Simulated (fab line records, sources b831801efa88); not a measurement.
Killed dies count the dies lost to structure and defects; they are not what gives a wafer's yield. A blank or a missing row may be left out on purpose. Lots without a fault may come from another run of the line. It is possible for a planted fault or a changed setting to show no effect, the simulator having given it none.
fab line records	flow sky130
record: lots: 10	wafers: 30	last_day: 50
route steps=708 shown LDD_N@253 LDD_P@257 LDD_HVN@276 LDD_HVP@285 PAD_OPEN@708
lots that met no fault: from a run of the same line without faults
start_h: the number of hours between the record's first day and the start of the first shown wafer of the lot	wait_h: hours from the lot's prior step to this one	" identical to the entry in the row above	L1.1+2: one row covering several wafers at once	- no value, or no start given	* or withheld: withheld	< > ~ a bound
route shown NAME@n: a module of which the file shows steps, and the number in the route of the first	usual: average and standard deviation across the fault-free wafers	same: alike in all rows	chamber/n: place in a boat	sites: the reading at each site	_std_site: how widely they spread, as a standard deviation	_edge_site: outer sites' mean less inner sites'	radius_mm: how far each site lies from the wafer's centre	mask NAME#n: copy n	behind: tool/chamber where the wafer was last shaped	hold: reason for holding the lot/hours on hold/outcome of the hold	device: the transistor (n, p or np) that didn't switch	end of line: the same wafers' tests at the end of the route	for a step that has no rows: nothing shown but its recipe	killed: count of dies lost to structure and defects at first sort (not the wafer's yield)	map: a wafer's dies, x killed, . not, _ none there
set.NAME: setting as actually run; set.NAME@STEP: the setting as run at that earlier step	model.NAME: the simulator's own value behind a step, which no gauge read
one table for each step of the route and one row for each wafer, over a sample of lots
services: when a tool's chamber went out of use (start_h, in hours from the record's first day, below 0 if earlier), for how many hours, and the reason
== steps ==
step: SKY_LDD_N_STRIP_16
recipe: chemistry: O2/N2	power_w: 1400	pressure_mtorr: 1500	platen_temp_c: withheld	o2_flow_sccm: 3000	n2_flow_sccm: 300	overash_fraction: 0.5
usual: drypump_motor_current_A: 5.18/0.26	n2_flow_sccm: 300.0/0.88	o2_flow_sccm: 2999/8.8	oes_product_au: 0.407/0.0046	strip_time_to_endpoint_s: 4.312/0.017
lot.wafer	tool	chamber	start_h	wait_h	drypump_motor_current_A	n2_flow_sccm	o2_flow_sccm	oes_product_au	rf_hours_counter_h	strip_time_to_endpoint_s
L747.2	plasma_asher-02	0	416.86	0.1	4.94	301.5	3007	0.407	60	4.297
L747.3	"	1	"	"	5.65	298.8	3001	0.401	-	4.293
L747.5	"	1	"	"	5.67	298.6	3003	0.403	-	4.312
L749.2	plasma_asher-04	0	426.79	0.1	5.13	301.0	3015	0.412	29	4.319
L749.3	"	1	"	"	5.40	299.9	2986	0.405	-	4.308
L749.4	"	0	"	"	5.13	299.8	2995	0.407	-	4.319
L753.1	plasma_asher-01	1	463.04	0.1	5.05	301.1	2992	0.401	3	4.335
L753.3	"	1	"	"	4.99	299.7	2989	0.408	-	4.343
L753.6	"	0	"	"	5.06	299.7	2986	0.402	-	4.326
L756.1	plasma_asher-01	0	486.40	0.1	5.06	300.7	3015	0.418	6	4.306
L756.2	"	1	"	"	5.04	299.9	3005	0.408	6	4.296
L756.3	"	1	"	"	5.04	298.1	3012	0.412	-	4.318
L760.2	plasma_asher-02	1	521.15	0.1	5.66	300.1	2998	0.406	72	4.289
L760.4	"	1	"	"	5.67	298.9	3008	0.406	-	4.298
L760.6	"	0	"	"	4.95	300.5	3004	0.400	-	4.286
L759.1	plasma_asher-01	1	522.24	0.1	5.02	300.2	2998	0.406	10	4.313
L759.2	"	0	"	"	5.08	298.3	2995	0.401	10	4.321
L759.5	"	0	"	"	5.06	300.0	3008	0.412	-	4.308
L757.1	plasma_asher-02	1	522.81	0.1	5.66	301.2	2994	0.412	72	4.316
L757.2	"	0	"	"	4.93	298.5	2996	0.410	72	4.302
L757.5	"	0	"	"	4.94	298.8	2988	0.415	-	4.321
L758.4	plasma_asher-01	0	523.20	0.1	5.06	299.4	3003	0.403	-	4.286
L758.5	"	1	"	"	5.01	300.4	2990	0.407	-	4.283
L758.6	"	0	"	"	5.10	297.9	2991	0.403	-	4.313
L768.3	plasma_asher-04	1	599.18	0.1	5.41	301.2	3004	0.402	-	4.313
L768.5	"	0	"	"	5.10	299.6	2988	0.406	-	4.312
L768.6	"	1	"	"	5.42	302.4	3000	0.410	-	4.303
L769.2	plasma_asher-01	0	600.40	0.1	5.08	299.6	2999	0.409	18	4.308
L769.4	"	1	"	"	5.04	300.0	2989	0.406	-	4.327
L769.5	"	0	"	"	5.08	298.0	2996	0.402	-	4.323
step: SKY_LDD_P_COAT_02
recipe: resist: NOVOLAK	spin_rpm: 3000	resist_thk_nm: 1140
usual: chill_plate_temp_C: 23.00/0.1	dispense_pressure_kPa: 45.9/1.1
lot.wafer	tool	chamber	start_h	wait_h	chill_plate_temp_C	dispense_pressure_kPa
L747.2	litho_track-03	0	430.74	0.1	23.08	44.3
L747.3	"	0	"	"	22.91	44.2
L747.5	"	0	"	"	23.04	44.3
L749.2	litho_track-01	0	442.30	0.1	23.26	46.4
L749.3	"	0	"	"	23.14	46.4
L749.4	"	0	"	"	23.26	46.3
L753.1	litho_track-01	0	478.98	0.1	23.17	46.3
L753.3	"	0	"	"	22.92	46.3
L753.6	"	0	"	"	23.00	46.3
L756.1	litho_track-03	0	500.82	0.1	22.91	44.3
L756.2	"	0	"	"	22.93	44.3
L756.3	"	0	"	"	22.97	44.3
L760.2	litho_track-01	0	535.70	0.1	23.06	46.3
L760.4	"	0	"	"	22.95	46.3
L760.6	"	0	"	"	22.92	46.4
L759.1	litho_track-04	0	536.41	0.1	22.92	47.0
L759.2	"	0	"	"	23.03	47.0
L759.5	"	0	"	"	23.10	47.0
L757.1	litho_track-04	-	537.31	0.1	-	-
L757.2	"	-	"	"	-	-
L757.5	"	-	"	"	-	-
L758.4	litho_track-03	-	537.39	0.1	-	-
L758.5	"	-	"	"	-	-
L758.6	"	-	"	"	-	-
L768.3	litho_track-04	0	613.61	0.1	22.96	47.0
L768.5	"	0	"	"	23.05	47.0
L768.6	"	0	"	"	23.15	47.0
L769.2	litho_track-01	0	614.80	0.1	23.07	46.3
L769.4	"	0	"	"	23.04	46.3
L769.5	"	0	"	"	23.18	46.3
step: SKY_LDD_P_CD_MEAS_07
recipe: target_cd_nm: 380
usual: cd_nm: 380.7/2.5
lot.wafer	tool	chamber	start_h	wait_h	cd_nm
L747.2	cd_sem-02	-	445.80	0.1	382.1
L747.3	"	-	"	"	383.0
L747.5	"	-	"	"	384.2
L749.2	cd_sem-02	-	456.85	0.1	377.9
L749.3	"	-	"	"	377.6
L749.4	"	-	"	"	378.8
L753.1	cd_sem-01	-	493.81	0.1	379.1
L753.3	"	-	"	"	381.1
L753.6	"	-	"	"	385.6
L756.1	cd_sem-01	-	516.86	0.1	381.2
L756.2	"	-	"	"	380.0
L756.3	"	-	"	"	384.7
L760.2	cd_sem-02	-	551.15	0.1	382.9
L760.4	"	-	"	"	378.9
L760.6	"	-	"	"	380.4
L759.1	cd_sem-02	-	551.56	0.1	379.6
L759.2	"	-	"	"	379.7
L759.5	"	-	"	"	379.4
L757.1	cd_sem-01	-	552.63	0.1	-
L757.2	"	-	"	"	-
L757.5	"	-	"	"	-
L758.4	cd_sem-02	-	552.72	0.1	-
L758.5	"	-	"	"	-
L758.6	"	-	"	"	-
L768.3	cd_sem-02	-	628.62	0.1	377.7
L768.5	"	-	"	"	379.3
L768.6	"	-	"	"	381.2
L769.2	cd_sem-01	-	629.48	0.1	379.3
L769.4	"	-	"	"	376.9
L769.5	"	-	"	"	377.5
step: SKY_LDD_HVN_STRIP_09
recipe: chemistry: O2/N2	power_w: 1400	pressure_mtorr: 1500	platen_temp_c: withheld	o2_flow_sccm: 3000	n2_flow_sccm: 300	overash_fraction: 0.5
usual: drypump_motor_current_A: 5.4/0.35	n2_flow_sccm: 300.0/0.88	o2_flow_sccm: 2998/8.8	oes_product_au: 0.409/0.0051	strip_time_to_endpoint_s: 4.135/0.016
lot.wafer	tool	chamber	start_h	wait_h	drypump_motor_current_A	n2_flow_sccm	o2_flow_sccm	oes_product_au	rf_hours_counter_h	strip_time_to_endpoint_s
L747.2	plasma_asher-02	0	475.95	0.1	4.9	301.2	2998	0.410	67	4.106
L747.3	"	1	"	"	5.7	300.5	3003	0.403	-	4.119
L747.5	"	0	"	"	4.9	300.9	2997	0.405	-	4.135
L749.2	plasma_asher-02	1	488.21	0.1	5.7	298.7	2995	0.407	69	4.122
L749.3	"	1	"	"	5.7	299.7	2992	0.405	-	4.115
L749.4	"	0	"	"	4.9	302.8	2996	0.415	-	4.121
L753.1	plasma_asher-03	1	524.51	0.1	5.3	300.6	3000	0.404	84	4.114
L753.3	"	1	"	"	5.3	298.6	3004	0.412	-	4.100
L753.6	"	1	"	"	5.3	300.5	3011	0.405	-	4.134
L756.1	plasma_asher-04	1	545.95	0.1	5.4	299.7	3002	0.417	36	4.131
L756.2	"	0	"	"	5.1	300.0	2984	0.403	36	4.150
L756.3	"	0	"	"	5.1	301.2	2989	0.414	-	4.134
L760.2	plasma_asher-04	0	581.50	0.1	5.1	299.8	2995	0.409	40	4.145
L760.4	"	1	"	"	5.4	297.7	3005	0.403	-	4.161
L760.6	"	0	"	"	5.1	300.1	2992	0.414	-	4.142
L759.1	plasma_asher-03	1	582.01	0.1	5.3	299.4	3013	0.402	89	4.130
L759.2	"	0	"	"	6.1	299.6	2995	0.417	89	4.136
L759.5	"	1	"	"	5.3	299.3	3016	0.406	-	4.141
L757.1	plasma_asher-03	1	583.00	0.1	5.3	299.0	3005	0.409	90	4.155
L757.2	"	0	"	"	6.1	300.6	2997	0.413	90	4.140
L757.5	"	0	"	"	6.1	300.0	2994	0.407	-	4.133
L758.4	plasma_asher-04	0	583.33	0.1	5.1	300.6	2992	0.404	-	4.155
L758.5	"	1	"	"	5.3	297.8	2994	0.410	-	4.131
L758.6	"	0	"	"	5.1	298.9	2997	0.417	-	4.140
L768.3	plasma_asher-03	0	657.73	0.1	6.1	300.7	2977	0.403	-	4.136
L768.5	"	1	"	"	5.3	299.5	3009	0.408	-	4.156
L768.6	"	0	"	"	6.1	300.7	3001	0.408	-	4.135
L769.2	plasma_asher-03	1	658.30	0.1	5.4	300.8	3006	0.414	97	4.144
L769.4	"	1	"	"	5.4	299.9	3009	0.408	-	4.140
L769.5	"	1	"	"	5.4	300.0	3001	0.415	-	4.127
step: SKY_LDD_HVN_TW_MEAS_10
usual: LDD_HVN_TW: 1435/7.3
lot.wafer	tool	chamber	start_h	wait_h	LDD_HVN_TW
L747.2	film_metro-04	-	476.06	0.1	1439
L747.3	"	-	"	"	1434
L747.5	"	-	"	"	1438
L749.2	film_metro-04	-	488.32	0.1	1422
L749.3	"	-	"	"	1429
L749.4	"	-	"	"	1438
L753.1	film_metro-02	-	524.61	0.1	1437
L753.3	"	-	"	"	1432
L753.6	"	-	"	"	1436
L756.1	film_metro-04	-	546.05	0.1	1435
L756.2	"	-	"	"	1443
L756.3	"	-	"	"	1442
L760.2	film_metro-04	-	581.61	0.1	1421
L760.4	"	-	"	"	1431
L760.6	"	-	"	"	1430
L759.1	film_metro-02	-	582.11	0.1	1438
L759.2	"	-	"	"	1445
L759.5	"	-	"	"	1429
L757.1	film_metro-02	-	583.10	0.1	1468
L757.2	"	-	"	"	1469
L757.5	"	-	"	"	1471
L758.4	film_metro-04	-	583.43	0.1	1461
L758.5	"	-	"	"	1466
L758.6	"	-	"	"	1469
L768.3	film_metro-03	-	657.82	0.1	1428
L768.5	"	-	"	"	1429
L768.6	"	-	"	"	1426
L769.2	film_metro-04	-	658.41	0.1	1435
L769.4	"	-	"	"	1438
L769.5	"	-	"	"	1432
step: SKY_LDD_HVP_OVL_MEAS_07
usual: LDD_HVP_OVL: -0.6/1.3
lot.wafer	tool	chamber	start_h	wait_h	LDD_HVP_OVL[nm]
L747.2	overlay-02	-	507.21	0.1	-0.2
L747.3	"	-	"	"	-0.3
L747.5	"	-	"	"	-2.0
L749.2	overlay-01	-	519.11	0.1	-1.0
L749.3	"	-	"	"	-1.6
L749.4	"	-	"	"	-0.5
L753.1	overlay-02	-	553.56	0.1	-1.7
L753.3	"	-	"	"	-0.6
L753.6	"	-	"	"	-1.7
L756.1	overlay-02	-	575.51	0.1	-1.7
L756.2	"	-	"	"	0.5
L756.3	"	-	"	"	-0.6
L760.2	overlay-01	-	610.96	0.1	-2.2
L760.4	"	-	"	"	-1.6
L760.6	"	-	"	"	-0.8
L759.1	overlay-01	-	611.81	0.1	-1.8
L759.2	"	-	"	"	-2.6
L759.5	"	-	"	"	-2.1
L757.1	overlay-02	-	612.66	0.1	0.8
L757.2	"	-	"	"	0.4
L757.5	"	-	"	"	-0.6
L758.4	overlay-01	-	612.98	0.1	-2.6
L758.5	"	-	"	"	-2.7
L758.6	"	-	"	"	-4.9
L768.3	overlay-02	-	685.37	0.1	-1.3
L768.5	"	-	"	"	1.2
L768.6	"	-	"	"	-0.9
L769.2	overlay-02	-	686.42	0.1	0.1
L769.4	"	-	"	"	-1.9
L769.5	"	-	"	"	-1.3
step: SKY_LDD_HVP_TW_MEAS_10
usual: LDD_HVP_TW: 455.8/2.3
lot.wafer	tool	chamber	start_h	wait_h	LDD_HVP_TW
L747.2	film_metro-02	-	507.50	0.1	454.0
L747.3	"	-	"	"	454.0
L747.5	"	-	"	"	454.2
L749.2	film_metro-01	-	519.40	0.1	454.7
L749.3	"	-	"	"	453.4
L749.4	"	-	"	"	455.4
L753.1	film_metro-04	-	553.85	0.1	458.2
L753.3	"	-	"	"	458.2
L753.6	"	-	"	"	455.4
L756.1	film_metro-01	-	575.80	0.1	455.5
L756.2	"	-	"	"	457.3
L756.3	"	-	"	"	455.4
L760.2	film_metro-04	-	611.25	0.1	453.1
L760.4	"	-	"	"	452.7
L760.6	"	-	"	"	454.4
L759.1	film_metro-02	-	612.10	0.1	455.0
L759.2	"	-	"	"	455.2
L759.5	"	-	"	"	454.7
L757.1	film_metro-04	-	612.94	0.1	692.2
L757.2	"	-	"	"	690.4
L757.5	"	-	"	"	695.5
L758.4	film_metro-01	-	613.27	0.1	698.5
L758.5	"	-	"	"	698.8
L758.6	"	-	"	"	699.1
L768.3	film_metro-02	-	685.66	0.1	461.2
L768.5	"	-	"	"	462.7
L768.6	"	-	"	"	458.4
L769.2	film_metro-02	-	686.71	0.1	456.6
L769.4	"	-	"	"	458.2
L769.5	"	-	"	"	456.4
step: SKY_PAD_OPEN_PROBE_99
usual: killed_at_M0_to_M3: 44/7.3	killed_at_M4_up: 3.0/1.9	killed_at_contacts: 24/5	killed_at_front_end: 16/4.5	killed_at_other: 0.3/0.46	killed_dies: 87/10	killed_on_rim: 17/3.5	killed_open: 47/8.3	killed_short: 39/6.4
same: gross_dies: 492	killed_at_back_side: 0
lot.wafer	tool	chamber	start_h	wait_h	killed_at_M0_to_M3	killed_at_M4_up	killed_at_contacts	killed_at_front_end	killed_at_other	killed_dies	killed_on_rim	killed_open	killed_short
L757.1	prober-02	-	1151.84	0.1	59	3	31	399	0	492	96	63	49
L757.2	prober-02	-	1151.89	0.1	39	4	27	421	1	492	96	47	43
L757.5	prober-02	-	1152.04	0.2	54	0	21	416	1	492	96	48	42
L758.4	prober-01	-	1154.77	0.2	59	2	22	408	1	492	96	58	44
L758.5	prober-01	-	1154.82	0.2	44	3	22	422	1	492	96	33	52
L758.6	prober-01	-	1154.87	0.2	50	4	17	421	0	492	96	42	46
killed by level:class
L757.1 LDD_P:area_expose=380 CONTACT:geometric_particle:open=16 VIA1:geometric_particle:open=14 VIA2:geometric_particle:open=11 METAL1:geometric_particle:short=8 VIA1:geometric_particle:short=6 METAL2:geometric_particle:short=6 VIA2:geometric_particle:short=6
L757.2 LDD_P:area_expose=402 CONTACT:geometric_particle:open=9 METAL2:geometric_particle:short=9 LI_CONTACT:geometric_particle:open=8 VIA1:geometric_particle:open=8 POLY_GATE:geometric_particle:short=6 VIA3:geometric_particle:open=5 METAL1:geometric_particle:short=5
L757.5 LDD_P:area_expose=402 VIA1:geometric_particle:open=10 VIA3:geometric_particle:open=9 VIA2:geometric_particle:open=9 METAL2:geometric_particle:short=6 CONTACT:geometric_particle:short=5 CONTACT:geometric_particle:open=5 VIA1:geometric_particle:short=5
L758.4 LDD_P:area_expose=390 CONTACT:geometric_particle:open=12 VIA3:geometric_particle:open=12 VIA1:geometric_particle:open=10 METAL1:geometric_particle:short=10 VIA2:geometric_particle:open=7 FIELD_ISO:geometric_particle:short=5 METAL2:geometric_particle:short=5
L758.5 LDD_P:area_expose=407 VIA1:geometric_particle:short=9 LI_CONTACT:geometric_particle:open=7 VIA2:geometric_particle:open=6 METAL1:geometric_particle:short=6 FIELD_ISO:geometric_particle:short=5 VIA3:geometric_particle:open=5 CONTACT:geometric_particle:short=5
L758.6 LDD_P:area_expose=404 METAL1:geometric_particle:short=14 VIA3:geometric_particle:open=10 CONTACT:geometric_particle:open=7 VIA2:geometric_particle:open=6 VIA1:geometric_particle:open=6 FIELD_ISO:geometric_particle:short=5 POLY_GATE:geometric_particle:short=5
== services ==
tool	chamber	start_h	hours	kind
plasma_asher-03	-	413.24	0.7	repair
plasma_asher-01	-	421.25	9.0	pm
plasma_asher-01	0	421.25	9.0	vent_cycle
plasma_asher-01	1	421.25	9.0	vent_cycle
plasma_asher-01	0	430.25	-	clean
plasma_asher-01	1	430.25	-	clean
plasma_asher-01	-	436.25	4.5	repair
plasma_asher-04	-	459.67	14.6	pm
plasma_asher-04	-	474.27	28.1	pm
plasma_asher-01	-	481.38	2.2	repair
plasma_asher-02	-	497.82	1.4	repair
plasma_asher-04	-	504.01	0.9	repair
== key ==
first_sign: step: SKY_LDD_P_COAT_02	reading: tool_record	direction: missing
effect: step: SKY_LDD_P_CD_MEAS_07	reading: cd_nm	direction: missing
effect: step: SKY_LDD_HVN_TW_MEAS_10	reading: LDD_HVN_TW	direction: up	sigmas: 4.4	usual: 1435	struck: 1467
effect: step: SKY_LDD_HVP_TW_MEAS_10	reading: LDD_HVP_TW	direction: up	sigmas: 99+	usual: 455.8	struck: 695.7
effect: step: SKY_PAD_OPEN_PROBE_99	reading: killed_at_front_end	direction: up	sigmas: 88	usual: 16	struck: 414
more_kills_born_at: SKY_LDD_P_EXPOSE_04@iline_stepper-01: 1201	SKY_LDD_P_EXPOSE_04@iline_stepper-02: 1184
met_at SKY_LDD_P_COAT_02
struck_lots L757,L758
tester_left_out L757,L758
not_acting_at SKY_LDD_N_STRIP_16,SKY_LDD_HVN_STRIP_09,SKY_LDD_HVP_OVL_MEAS_07
onset_between 536.41 537.31
fault: kind: skipped_step_whole	tool: litho_track-03,litho_track-04	chamber: -	onset_h: 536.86	steps: SKY_LDD_P_COAT_02	scope: struck_lots_only
tester_left_out: of these lots the tester's yield and bins aren't shown, on N5 and GAA mostly nor the transistor test; their killed dies are dies lost to structure and defects alone, not to doping, threshold or leakage, so they don't give the yield
